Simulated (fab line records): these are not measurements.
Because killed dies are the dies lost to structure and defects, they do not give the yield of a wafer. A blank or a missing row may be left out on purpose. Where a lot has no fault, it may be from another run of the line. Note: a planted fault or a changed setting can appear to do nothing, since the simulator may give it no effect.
A struck lot beside a sound one || flow sky130 || 16 steps out of a route of 708
Sound: wafers L384.2, L384.3, L384.4. The struck wafers were L389.1, L389.2, L389.6. The cause is given at the end.
For every step that has rows: the tool of each side, followed by ch and its chambers, followed by its first start. Under that, the readings that differ: sound wafers || struck wafers || difference of the means || sigmas: that difference in standard deviations of wafers without a fault.
alike: readings whose means differ by less than 2 such deviations, and words and numbers that are the same on both sides. not compared: withheld readings, readings that some wafer has no value for, bounds like >300 that may hide the same value, and numbers for which the record gives no deviation and whose values overlap.
Wherever a step has rows on one side only, a row that says differs or no value, or a row with sigmas, the two part there. Numbers that have no deviation but don't overlap get no sigmas and don't part them. Lack of a reading on every wafer of one side parts them only where that side has two or more wafers.

SKY_LOCAL_INTERCONNECT_THK_MEAS_02: measures by xrf.
  sound: film-metro-01 at day 32 15:59; struck: film-metro-01 at day 34 04:22
  alike: LOCAL_INTERCONNECT_TIN_THK
then, 8 steps without rows for these wafers: SKY_LOCAL_INTERCONNECT_DEHYDRATE_03 (time 60 s); SKY_LOCAL_INTERCONNECT_HMDS_04 (prime time 60 s); SKY_LOCAL_INTERCONNECT_COAT_05 (resist thk 60 nm); SKY_LOCAL_INTERCONNECT_COAT_06 (resist thk 450 nm); SKY_LOCAL_INTERCONNECT_SOFTBAKE_07 (time 90 s); SKY_LOCAL_INTERCONNECT_EXPOSE_08 (exposes mask LI1M, target cd 170 nm); SKY_LOCAL_INTERCONNECT_PEB_09; SKY_LOCAL_INTERCONNECT_DEVELOP_10 (develop time 60 s).
SKY_LOCAL_INTERCONNECT_CD_MEAS_11: target cd 170 nm.
  sound: cd-sem-01 at day 33 17:38; struck: cd-sem-01 at day 35 07:34
  alike: cd-nm
SKY_LOCAL_INTERCONNECT_OVL_MEAS_12:
  sound: overlay-01 at day 33 17:44; struck: overlay-02 at day 35 07:41
{"reading": "LOCAL_INTERCONNECT_OVL (nm)", "sound": "-5 -4 -4", "struck": "11 13 14", "difference": "+17", "sigmas": "+3"}
SKY_LOCAL_INTERCONNECT_ETCH_13: etches BARC in N2/H2, stops on SiO2, time 45.9 s, target depth 60 nm.
  sound on rie-metal-04 ch 1, day 33 17:47; struck on rie-metal-04 ch 0,1, day 35 07:43
  alike: bias-w, chamber-pressure-mTorr, drypump-motor-current-A, oes-product-au, throttle-valve-pct
  not compared: rf-hours-counter-h
SKY_LOCAL_INTERCONNECT_METAL_ETCH_14: etches TiN in Cl2/BCl3, stops on PSG, target depth 110 nm, time 31.4 s.
  sound on rie-metal-04 ch 1, day 33 17:55; struck on rie-metal-04 ch 0,1, day 35 07:47
  no value came back on the struck wafers for any of 5 readings (bcl3-flow-sccm (sccm), bias-w (W) and others); on the sound wafers bcl3-flow-sccm (sccm) reads 30.15 30.12 30.07
{"reading": "model.KrF-thick_of_LOCAL_INTERCONNECT_COAT_06.thk-nm (nm)", "sound": "348.7 348.5 347.6", "struck": "395.8 393.4 392.6", "difference": "+45.7", "sigmas": ""}
  not compared: rf-hours-counter-h
SKY_LOCAL_INTERCONNECT_STRIP_15: strips in O2/N2.
  sound on plasma-asher-03 ch 0,1, day 33 18:00; struck on plasma-asher-01 ch 0,1, day 35 07:50
{"reading": "oes-product-au (a.u.)", "sound": "0.430 0.433 0.426", "struck": "0.436 0.441 0.442", "difference": "+0.010", "sigmas": "+2"}
{"reading": "strip-time-to-endpoint-s (s)", "sound": "4.722 4.724 4.709", "struck": "5.225 5.221 5.198", "difference": "+0.496", "sigmas": "+26"}
  alike: drypump-motor-current-A
  not compared: rf-hours-counter-h
then, 1 step without rows for these wafers: SKY_LOCAL_INTERCONNECT_STRIP_16 (strips in post etch residue remover, time 1200 s).
-- record jumps: 14 days separate the struck wafers' starts on either side; left off in module LOCAL_INTERCONNECT, taken up again in module PAD_OPEN, whose first shown step is the route's number 708 --
SKY_PAD_OPEN_PROBE_99:
  sound: prober-01 at day 48 11:16; struck: prober-01 at day 49 10:57
{"reading": "hold", "sound": "- - -", "struck": "await-dispo/1.0h/scrap await-dispo/1.0h/scrap await-dispo/1.0h/scrap", "difference": "no value on the sound wafers", "sigmas": ""}
{"reading": "killed-at-contacts", "sound": "20 27 24", "struck": "435 421 436", "difference": "+407", "sigmas": "+74"}
{"reading": "killed-dies", "sound": "85 101 96", "struck": "492 492 492", "difference": "+398", "sigmas": "+40"}
{"reading": "killed-on-rim", "sound": "12 21 21", "struck": "96 96 96", "difference": "+78", "sigmas": "+20"}
  alike: killed_at_M0_to_M3, killed_at_M4_up, killed-at-front-end, killed-at-other, killed-open, killed-short

## WHERE THEY PART
Last at SKY_PAD_OPEN_PROBE_99 as far as this record goes, first at SKY_LOCAL_INTERCONNECT_OVL_MEAS_12.

WHY: what had been put in by the simulator
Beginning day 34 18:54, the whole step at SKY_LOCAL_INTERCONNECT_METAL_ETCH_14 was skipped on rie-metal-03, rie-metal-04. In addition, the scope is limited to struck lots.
